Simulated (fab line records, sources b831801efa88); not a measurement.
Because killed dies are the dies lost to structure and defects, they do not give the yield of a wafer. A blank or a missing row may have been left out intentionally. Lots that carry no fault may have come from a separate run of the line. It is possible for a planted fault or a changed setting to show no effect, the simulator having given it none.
fab line records + flow gf180mcu
[record]
- lots = 14
- wafers = 42
- lastDay = 34
route steps=602 shown M1@331 V2@383
lots untouched by any fault: they come from a run of this same line in which no faults occurred
startH: hours from the record's opening day to when the first of the lot's shown wafers began + waitH: how many hours have passed since the lot's step before this one + " same as the row above + L1.1+2: several wafers, shown together as one row + - no value present, or no start provided + * or withheld: withheld + < > ~ a bound
route shown NAME@n: names a module that has steps shown in the file, with the first one's number in the route + usual: mean/standard deviation taken from wafers without a fault + same: alike in all rows + chamber/n: place in a boat + sites: per-site readings + _std_site: their standard deviation + _edge_site: outer sites' mean less inner sites' + radiusMm: how far each site lies from the wafer's centre + mask NAME#n: copy n + behind: the tool/chamber that last shaped the wafer + hold: cause of the lot's hold/its duration in hours/its outcome + device: whichever transistor did not switch (one of n, p or np) + end of line: the route-end tests of the same wafers + a step with no rows: only its recipe + killed: count of dies lost to structure and defects at first sort (not the wafer's yield) + map: a wafer's dies, x killed, . not, _ none there
set.NAME: the setting the step ran with; set.NAME@STEP: the setting that earlier step ran with + model.NAME: the simulator's own value behind a step, which no gauge read
the route's steps for a sample of lots (tables are steps, rows are wafers)
services: the hour from which a tool's chamber was out of use, counted from the record's first day as startH (under 0 if before that day), plus the number of hours and why
[[steps]]
[step GF_M1_METAL_ETCH_16]
[recipe]
- chemistry = Cl2/BCl3
- maskMaterial = KrF
- targetDepthNm = 627.5
- stopOn = SiO2
- pressureMtorr = 8
- icpW = 800
- biasW = 140
- Cl2_flow_sccm = 80
- bcl3FlowSccm = 40
- timeS = 104.6
[usual]
- drypumpMotorCurrentA = 5.7/0.44
- oesProductAu = 0.972/0.0066
- runLengthS = 133.3/0.86
- throttleValvePct = 28.249/0.01
| lot.wafer | tool        | chamber | startH | waitH | drypumpMotorCurrentA | oesProductAu | rfHoursCounterH | runLengthS | throttleValvePct |
|-----------|-------------|---------|--------|-------|----------------------|--------------|-----------------|------------|------------------|
| L803.1    | rieMetal-03 | 1       | 404.31 | 0.0   | 5.9                  | 0.958        | 10              | 133.1      | 28.244           |
| L803.2    | "           | 0       | "      | "     | 5.6                  | 0.972        | 8               | 133.0      | 28.278           |
| L803.6    | "           | 1       | "      | "     | 5.9                  | 0.965        | -               | 133.5      | 28.253           |
| L804.1    | rieMetal-02 | 0       | 413.72 | 0.0   | 4.9                  | 0.967        | 5               | 133.7      | 28.261           |
| L804.2    | "           | 1       | "      | "     | 6.2                  | 0.970        | 8               | 133.5      | 28.248           |
| L804.3    | "           | 1       | "      | "     | 6.2                  | 0.968        | -               | 133.6      | 28.253           |
| L807.1    | rieMetal-03 | 0       | 443.11 | 0.0   | 5.6                  | 0.997        | 9               | 110.0      | 28.207           |
| L807.5    | "           | 0       | "      | "     | 5.6                  | 0.970        | -               | 132.9      | 28.244           |
| L807.6    | "           | 0       | "      | "     | 5.6                  | 0.986        | -               | 132.5      | 28.233           |
| L808.1    | rieMetal-04 | 0       | 450.10 | 0.0   | 5.8                  | 0.972        | 3               | 133.4      | 28.248           |
| L808.2    | "           | 1       | "      | "     | 6.2                  | 0.969        | 8               | 132.4      | 28.263           |
| L808.6    | "           | 0       | "      | "     | 5.8                  | 0.978        | -               | 133.4      | 28.250           |
| L810.1    | rieMetal-02 | 1       | 468.32 | 0.0   | 6.2                  | 0.970        | 9               | 133.8      | 28.258           |
| L810.5    | "           | 1       | "      | "     | 6.2                  | 0.976        | -               | 133.4      | 28.261           |
| L810.6    | "           | 0       | "      | "     | 4.9                  | 0.966        | -               | 133.1      | 28.254           |
| L811.1    | rieMetal-03 | 0       | 478.57 | 0.0   | 5.6                  | 1.005        | 10              | 110.5      | 28.202           |
| L811.3    | "           | 1       | "      | "     | 5.9                  | 0.968        | -               | 133.3      | 28.253           |
| L811.6    | "           | 1       | "      | "     | 5.9                  | 0.986        | -               | 133.3      | 28.240           |
| L815.2    | rieMetal-02 | 1       | 510.25 | 0.0   | 6.2                  | 0.964        | 10              | 133.8      | 28.246           |
| L815.5    | "           | 0       | "      | "     | 4.9                  | 0.982        | -               | 133.5      | 28.241           |
| L815.6    | "           | 1       | "      | "     | 6.2                  | 0.973        | -               | 134.2      | 28.252           |
| L817.1    | rieMetal-04 | 1       | 528.70 | 0.0   | 6.2                  | 0.972        | 10              | 131.7      | 28.237           |
| L817.3    | "           | 1       | "      | "     | 6.2                  | 0.969        | -               | 131.9      | 28.244           |
| L817.6    | "           | 1       | "      | "     | 6.2                  | 0.984        | -               | 132.3      | 28.245           |
| L818.2    | rieMetal-03 | 1       | 541.00 | 0.0   | 5.9                  | 0.970        | 2               | 133.3      | 28.247           |
| L818.3    | "           | 1       | "      | "     | 5.9                  | 0.972        | -               | 133.0      | 28.250           |
| L818.6    | "           | 1       | "      | "     | 5.9                  | 0.964        | -               | 133.0      | 28.264           |
| L820.1    | rieMetal-04 | 0       | 555.45 | 0.0   | 5.8                  | 0.974        | 6               | 133.5      | 28.240           |
| L820.2    | "           | 1       | "      | "     | 6.2                  | 0.964        | 10              | 132.1      | 28.254           |
| L820.6    | "           | 0       | "      | "     | 5.8                  | 0.970        | -               | 133.7      | 28.240           |
| L821.2    | rieMetal-03 | 1       | 561.46 | 0.0   | 5.9                  | 0.966        | 3               | 133.8      | 28.248           |
| L821.4    | "           | 1       | "      | "     | 5.9                  | 0.960        | -               | 133.0      | 28.236           |
| L821.6    | "           | 0       | "      | "     | 5.6                  | 0.969        | -               | 132.6      | 28.249           |
| L822.1    | rieMetal-03 | 1       | 567.12 | 0.0   | 5.9                  | 0.968        | 3               | 133.0      | 28.241           |
| L822.3    | "           | 1       | "      | "     | 5.9                  | 0.971        | -               | 133.3      | 28.241           |
| L822.5    | "           | 0       | "      | "     | 5.6                  | 0.973        | -               | 133.0      | 28.260           |
| L823.2    | rieMetal-04 | 0       | 572.01 | 0.0   | 5.8                  | 0.973        | 6               | 133.5      | 28.242           |
| L823.4    | "           | 0       | "      | "     | 5.8                  | 0.974        | -               | 133.6      | 28.247           |
| L823.5    | "           | 1       | "      | "     | 6.2                  | 0.963        | -               | 132.1      | 28.239           |
| L824.1    | rieMetal-03 | 0       | 584.25 | 0.0   | 5.6                  | 0.974        | 1               | 132.9      | 28.247           |
| L824.3    | "           | 1       | "      | "     | 5.9                  | 0.976        | -               | 133.1      | 28.249           |
| L824.5    | "           | 0       | "      | "     | 5.6                  | 0.964        | -               | 133.3      | 28.266           |
[step GF_M1_STRIP_17]
[recipe]
- chemistry = O2/N2
- powerW = 1400
- pressureMtorr = 1500
- platenTempC = 250
- o2FlowSccm = 3000
- n2FlowSccm = 300
- overashFraction = 0.5
[usual]
- drypumpMotorCurrentA = 5.7/0.45
- heaterPowerW = 343/33
- oesProductAu = 0.557/0.0054
- stripTimeToEndpointS = 7.85/0.048
| lot.wafer | tool           | chamber | startH | waitH | drypumpMotorCurrentA | heaterPowerW | oesProductAu | rfHoursCounterH | stripTimeToEndpointS |
|-----------|----------------|---------|--------|-------|----------------------|--------------|--------------|-----------------|----------------------|
| L803.1    | plasmaAsher-03 | 1       | 404.42 | 0.1   | 6.3                  | 409          | 0.558        | 31              | 7.81                 |
| L803.2    | "              | 0       | "      | "     | 5.3                  | 338          | 0.556        | 31              | 7.88                 |
| L803.6    | "              | 0       | "      | "     | 5.3                  | 333          | 0.554        | -               | 7.86                 |
| L804.1    | plasmaAsher-03 | 1       | 413.83 | 0.1   | 6.3                  | 417          | 0.548        | 32              | 7.88                 |
| L804.2    | "              | 0       | "      | "     | 5.2                  | 336          | 0.556        | 32              | 7.85                 |
| L804.3    | "              | 1       | "      | "     | 6.3                  | 413          | 0.553        | -               | 7.85                 |
| L807.1    | plasmaAsher-01 | 0       | 443.33 | 0.2   | 5.5                  | 367          | 0.575        | 66              | 8.39                 |
| L807.5    | "              | 1       | "      | "     | 5.7                  | 311          | 0.551        | -               | 7.86                 |
| L807.6    | "              | 0       | "      | "     | 5.5                  | 371          | 0.555        | -               | 7.83                 |
| L808.1    | plasmaAsher-01 | 0       | 450.22 | 0.1   | 5.5                  | 380          | 0.554        | 67              | 7.72                 |
| L808.2    | "              | 1       | "      | "     | 5.7                  | 307          | 0.557        | 67              | 7.82                 |
| L808.6    | "              | 1       | "      | "     | 5.7                  | 305          | 0.551        | -               | 7.71                 |
| L810.1    | plasmaAsher-01 | 0       | 468.43 | 0.1   | 5.5                  | 372          | 0.554        | 69              | 7.90                 |
| L810.5    | "              | 0       | "      | "     | 5.5                  | 375          | 0.558        | -               | 7.86                 |
| L810.6    | "              | 1       | "      | "     | 5.7                  | 301          | 0.556        | -               | 7.89                 |
| L811.1    | plasmaAsher-01 | 0       | 478.68 | 0.1   | 5.5                  | 381          | 0.573        | 70              | 8.40                 |
| L811.3    | "              | 0       | "      | "     | 5.5                  | 375          | 0.555        | -               | 7.76                 |
| L811.6    | "              | 0       | "      | "     | 5.5                  | 384          | 0.546        | -               | 7.81                 |
| L815.2    | plasmaAsher-04 | 0       | 510.37 | 0.1   | 5.1                  | 340          | 0.552        | 9               | 7.88                 |
| L815.5    | "              | 1       | "      | "     | 6.4                  | 318          | 0.562        | -               | 7.90                 |
| L815.6    | "              | 0       | "      | "     | 5.1                  | 335          | 0.554        | -               | 7.88                 |
| L817.1    | plasmaAsher-01 | 1       | 528.82 | 0.1   | 5.7                  | 308          | 0.556        | 76              | 7.83                 |
| L817.3    | "              | 0       | "      | "     | 5.5                  | 377          | 0.559        | -               | 7.84                 |
| L817.6    | "              | 0       | "      | "     | 5.5                  | 382          | 0.565        | -               | 7.85                 |
| L818.2    | plasmaAsher-04 | 0       | 541.12 | 0.1   | 5.1                  | 338          | 0.563        | 13              | 7.85                 |
| L818.3    | "              | 0       | "      | "     | 5.1                  | 334          | 0.538        | -               | 7.78                 |
| L818.6    | "              | 0       | "      | "     | 5.1                  | 344          | 0.565        | -               | 7.85                 |
| L820.1    | plasmaAsher-01 | 0       | 555.57 | 0.1   | 5.5                  | 373          | 0.552        | 79              | 7.77                 |
| L820.2    | "              | 1       | "      | "     | 5.8                  | 307          | 0.557        | 79              | 7.87                 |
| L820.6    | "              | 0       | "      | "     | 5.5                  | 369          | 0.554        | -               | 7.77                 |
| L821.2    | plasmaAsher-04 | 0       | 561.58 | 0.1   | 5.1                  | 335          | 0.559        | 15              | 7.88                 |
| L821.4    | "              | 0       | "      | "     | 5.1                  | 340          | 0.559        | -               | 7.93                 |
| L821.6    | "              | 1       | "      | "     | 6.4                  | 317          | 0.561        | -               | 7.95                 |
| L822.1    | plasmaAsher-01 | 0       | 567.23 | 0.1   | 5.4                  | 376          | 0.559        | 80              | 7.83                 |
| L822.3    | "              | 0       | "      | "     | 5.5                  | 375          | 0.558        | -               | 7.85                 |
| L822.5    | "              | 1       | "      | "     | 5.7                  | 315          | 0.559        | -               | 7.87                 |
| L823.2    | plasmaAsher-03 | 1       | 572.13 | 0.1   | 6.3                  | 396          | 0.557        | 48              | 7.82                 |
| L823.4    | "              | 1       | "      | "     | 6.3                  | 412          | 0.558        | -               | 7.83                 |
| L823.5    | "              | 1       | "      | "     | 6.3                  | 406          | 0.555        | -               | 7.88                 |
| L824.1    | plasmaAsher-01 | 0       | 584.37 | 0.1   | 5.5                  | 377          | 0.555        | 82              | 7.81                 |
| L824.3    | "              | 0       | "      | "     | 5.5                  | 368          | 0.549        | -               | 7.77                 |
| L824.5    | "              | 0       | "      | "     | 5.5                  | 370          | 0.551        | -               | 7.80                 |
[step GF_V2_THK_MEAS_01]
[recipe]
- reads = SiO2_of_V2_CVD_00
[usual]
- V2_CVD_00_THK = 598/7.7
| lot.wafer | tool         | chamber | startH | waitH | V2_CVD_00_THK[nm] |
|-----------|--------------|---------|--------|-------|-------------------|
| L803.1    | filmMetro-04 | -       | 455.04 | 0.0   | 599               |
| L803.2    | "            | -       | "      | "     | 601               |
| L803.6    | "            | -       | "      | "     | 608               |
| L804.1    | filmMetro-04 | -       | 465.97 | 0.0   | 592               |
| L804.2    | "            | -       | "      | "     | 588               |
| L804.3    | "            | -       | "      | "     | 591               |
| L807.1    | filmMetro-04 | -       | 495.36 | 0.1   | 609               |
| L807.5    | "            | -       | "      | "     | 617               |
| L807.6    | "            | -       | "      | "     | 611               |
| L808.1    | filmMetro-02 | -       | 501.91 | 0.0   | 603               |
| L808.2    | "            | -       | "      | "     | 593               |
| L808.6    | "            | -       | "      | "     | 605               |
| L810.1    | filmMetro-04 | -       | 519.43 | 0.0   | 596               |
| L810.5    | "            | -       | "      | "     | 605               |
| L810.6    | "            | -       | "      | "     | 602               |
| L811.1    | filmMetro-02 | -       | 528.68 | 0.0   | 598               |
| L811.3    | "            | -       | "      | "     | 603               |
| L811.6    | "            | -       | "      | "     | 610               |
| L815.2    | filmMetro-04 | -       | 559.44 | 0.0   | 592               |
| L815.5    | "            | -       | "      | "     | 595               |
| L815.6    | "            | -       | "      | "     | 608               |
| L817.1    | filmMetro-04 | -       | 577.87 | 0.0   | 590               |
| L817.3    | "            | -       | "      | "     | 594               |
| L817.6    | "            | -       | "      | "     | 588               |
| L818.2    | filmMetro-01 | -       | 589.26 | 0.0   | 590               |
| L818.3    | "            | -       | "      | "     | 606               |
| L818.6    | "            | -       | "      | "     | 582               |
| L820.1    | filmMetro-02 | -       | 601.80 | 0.0   | 600               |
| L820.2    | "            | -       | "      | "     | 596               |
| L820.6    | "            | -       | "      | "     | 591               |
| L821.2    | filmMetro-02 | -       | 608.70 | 0.0   | 600               |
| L821.4    | "            | -       | "      | "     | 602               |
| L821.6    | "            | -       | "      | "     | 610               |
| L822.1    | filmMetro-04 | -       | 612.94 | 0.0   | 602               |
| L822.3    | "            | -       | "      | "     | 601               |
| L822.5    | "            | -       | "      | "     | 604               |
| L823.2    | filmMetro-04 | -       | 618.59 | 0.0   | 600               |
| L823.4    | "            | -       | "      | "     | 585               |
| L823.5    | "            | -       | "      | "     | 590               |
| L824.1    | filmMetro-04 | -       | 629.44 | 0.0   | 596               |
| L824.3    | "            | -       | "      | "     | 602               |
| L824.5    | "            | -       | "      | "     | 597               |
[step GF_V2_CVD_02]
[recipe]
- material = SiO2
- targetThkNm = 850
- precursor = TEOS
- tempC = 400
- timeS = 94.851
- rfW = 600
[usual]
- heaterPowerW = 640/120
| lot.wafer | tool     | chamber | startH | waitH | heaterPowerW | sinceWetCleanH |
|-----------|----------|---------|--------|-------|--------------|----------------|
| L803.1    | pecvd-03 | 0       | 455.10 | 0.1   | 588          | 280            |
| L803.2    | "        | 1       | "      | "     | 470          | 280            |
| L803.6    | "        | 2       | "      | "     | 682          | -              |
| L804.1    | pecvd-02 | 0       | 466.03 | 0.1   | 558          | 708            |
| L804.2    | "        | 2       | "      | "     | 604          | 708            |
| L804.3    | "        | 1       | "      | "     | 685          | 708            |
| L807.1    | pecvd-04 | 0       | 495.42 | 0.1   | 789          | 529            |
| L807.5    | "        | 0       | "      | "     | 673          | -              |
| L807.6    | "        | 2       | "      | "     | 687          | -              |
| L808.1    | pecvd-03 | 0       | 501.97 | 0.1   | 574          | 327            |
| L808.2    | "        | 1       | "      | "     | 560          | 327            |
| L808.6    | "        | 1       | "      | "     | 447          | -              |
| L810.1    | pecvd-03 | 1       | 519.49 | 0.1   | 555          | 345            |
| L810.5    | "        | 0       | "      | "     | 544          | -              |
| L810.6    | "        | 1       | "      | "     | 429          | -              |
| L811.1    | pecvd-04 | 0       | 528.74 | 0.1   | 842          | 562            |
| L811.3    | "        | 2       | "      | "     | 833          | 562            |
| L811.6    | "        | 1       | "      | "     | 495          | -              |
| L815.2    | pecvd-03 | 0       | 559.49 | 0.0   | 651          | 385            |
| L815.5    | "        | 1       | "      | "     | 562          | -              |
| L815.6    | "        | 2       | "      | "     | 753          | -              |
| L817.1    | pecvd-03 | 0       | 577.93 | 0.1   | 701          | 403            |
| L817.3    | "        | 1       | "      | "     | 485          | 403            |
| L817.6    | "        | 2       | "      | "     | 659          | -              |
| L818.2    | pecvd-04 | 2       | 589.31 | 0.0   | 773          | 623            |
| L818.3    | "        | 0       | "      | "     | 811          | 623            |
| L818.6    | "        | 0       | "      | "     | 668          | -              |
| L820.1    | pecvd-04 | 0       | 601.86 | 0.1   | 792          | 636            |
| L820.2    | "        | 2       | "      | "     | 859          | 636            |
| L820.6    | "        | 1       | "      | "     | 499          | -              |
| L821.2    | pecvd-03 | 0       | 608.75 | 0.0   | 594          | 434            |
| L821.4    | "        | 1       | "      | "     | 553          | -              |
| L821.6    | "        | 2       | "      | "     | 663          | -              |
| L822.1    | pecvd-03 | 1       | 613.00 | 0.1   | 540          | 438            |
| L822.3    | "        | 0       | "      | "     | 659          | 438            |
| L822.5    | "        | 2       | "      | "     | 775          | -              |
| L823.2    | pecvd-03 | 2       | 618.64 | 0.0   | 826          | 444            |
| L823.4    | "        | 2       | "      | "     | 656          | -              |
| L823.5    | "        | 0       | "      | "     | 633          | -              |
| L824.1    | pecvd-02 | 0       | 629.50 | 0.1   | 547          | 24             |
| L824.3    | "        | 1       | "      | "     | 707          | 24             |
| L824.5    | "        | 1       | "      | "     | 747          | -              |
[step GF_V2_OVL_MEAS_15]
[usual]
- V2_OVL = 1/5.1
| lot.wafer | tool       | chamber | startH | waitH | V2_OVL[nm] |
|-----------|------------|---------|--------|-------|------------|
| L803.1    | overlay-02 | -       | 479.66 | 0.1   | -2         |
| L803.2    | "          | -       | "      | "     | -2         |
| L803.6    | "          | -       | "      | "     | -2         |
| L804.1    | overlay-02 | -       | 490.87 | 0.1   | 0          |
| L804.2    | "          | -       | "      | "     | 9          |
| L804.3    | "          | -       | "      | "     | 1          |
| L807.1    | overlay-02 | -       | 519.13 | 0.1   | 9          |
| L807.5    | "          | -       | "      | "     | 0          |
| L807.6    | "          | -       | "      | "     | 9          |
| L808.1    | overlay-01 | -       | 525.77 | 0.1   | 6          |
| L808.2    | "          | -       | "      | "     | 3          |
| L808.6    | "          | -       | "      | "     | -4         |
| L810.1    | overlay-02 | -       | 543.66 | 0.1   | 0          |
| L810.5    | "          | -       | "      | "     | 0          |
| L810.6    | "          | -       | "      | "     | -9         |
| L811.1    | overlay-02 | -       | 552.26 | 0.1   | -11        |
| L811.3    | "          | -       | "      | "     | -2         |
| L811.6    | "          | -       | "      | "     | -5         |
| L815.2    | overlay-02 | -       | 581.99 | 0.1   | 3          |
| L815.5    | "          | -       | "      | "     | 1          |
| L815.6    | "          | -       | "      | "     | 1          |
| L817.1    | overlay-01 | -       | 600.01 | 0.1   | 4          |
| L817.3    | "          | -       | "      | "     | 8          |
| L817.6    | "          | -       | "      | "     | 6          |
| L818.2    | overlay-02 | -       | 610.72 | 0.1   | 6          |
| L818.3    | "          | -       | "      | "     | -2         |
| L818.6    | "          | -       | "      | "     | 2          |
| L820.1    | overlay-01 | -       | 623.17 | 0.1   | 3          |
| L820.2    | "          | -       | "      | "     | -1         |
| L820.6    | "          | -       | "      | "     | 4          |
| L821.2    | overlay-02 | -       | 629.87 | 0.1   | -8         |
| L821.4    | "          | -       | "      | "     | 0          |
| L821.6    | "          | -       | "      | "     | -4         |
| L822.1    | overlay-02 | -       | 634.52 | 0.1   | 8          |
| L822.3    | "          | -       | "      | "     | 2          |
| L822.5    | "          | -       | "      | "     | 8          |
| L823.2    | overlay-02 | -       | 639.44 | 0.1   | 2          |
| L823.4    | "          | -       | "      | "     | 5          |
| L823.5    | "          | -       | "      | "     | 3          |
| L824.1    | overlay-01 | -       | 649.86 | 0.1   | -3         |
| L824.3    | "          | -       | "      | "     | -5         |
| L824.5    | "          | -       | "      | "     | -3         |
[[services]]
| tool           | chamber | startH | hours | kind   |
|----------------|---------|--------|-------|--------|
| pecvd-04       | 2       | 381.81 | 14.7  | repair |
| pecvd-03       | -       | 399.48 | 0.8   | pm     |
| pecvd-03       | 1       | 408.72 | 11.5  | repair |
| plasmaAsher-04 | -       | 411.43 | 2.6   | repair |
| plasmaAsher-04 | -       | 421.25 | 9.0   | pm     |
| plasmaAsher-04 | -       | 431.83 | 2.0   | repair |
| pecvd-02       | 2       | 475.02 | 9.4   | repair |
| rieMetal-03    | -       | 479.00 | 1.0   | repair |
| pecvd-02       | 0       | 484.15 | 3.8   | repair |
| plasmaAsher-01 | -       | 517.54 | 7.0   | repair |
| plasmaAsher-03 | -       | 521.65 | 10.7  | repair |
| pecvd-02       | -       | 535.90 | 5.5   | pm     |
| pecvd-03       | -       | 541.36 | 2.8   | pm     |
| pecvd-04       | 1       | 545.63 | 8.1   | repair |
| rieMetal-04    | -       | 551.99 | 0.6   | repair |
| plasmaAsher-03 | -       | 558.90 | 1.9   | repair |
| rieMetal-02    | 1       | 568.10 | 2.7   | repair |
| plasmaAsher-04 | -       | 572.45 | 2.0   | repair |
| plasmaAsher-01 | -       | 576.45 | 0.4   | repair |
| pecvd-02       | 1       | 579.26 | 4.4   | repair |
| plasmaAsher-03 | -       | 579.69 | 0.8   | repair |
| pecvd-02       | -       | 591.12 | 14.0  | pm     |
| rieMetal-02    | 0       | 600.77 | 2.7   | repair |
| plasmaAsher-04 | -       | 615.47 | 1.4   | repair |
[[key]]
[firstSign]
- step = GF_M1_METAL_ETCH_16
- reading = runLengthS
- direction = down
- sigmas = 27
- usual = *
- struck = *
[effect]
- step = GF_M1_METAL_ETCH_16
- reading = throttleValvePct
- direction = down
- sigmas = 4.5
- usual = 28.249
- struck = 28.204
[effect]
- step = GF_M1_STRIP_17
- reading = stripTimeToEndpointS
- direction = up
- sigmas = 12
- usual = *
- struck = *
metAt GF_M1_METAL_ETCH_16
struckLots L807,L811
struckWafers L807.1,L811.1
sortLeftOut L807.1,L811.1
notActingAt GF_V2_THK_MEAS_01,GF_V2_CVD_02,GF_V2_OVL_MEAS_15
onsetBetween 404.31 443.11
[fault]
- kind = processParameterDrift
- tool = rieMetal-03
- chamber = -
- onsetH = 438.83
- steps = GF_M1_METAL_ETCH_16
- channel = timeS
- offset = *
- shape = step
- endH = 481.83
- scope = struckWafersOnly
- actsIn = *
- stated = *
// sortLeftOut: the simulated sort isn't trusted on such a fault, so these wafers' sort isn't shown, and their yield isn't known
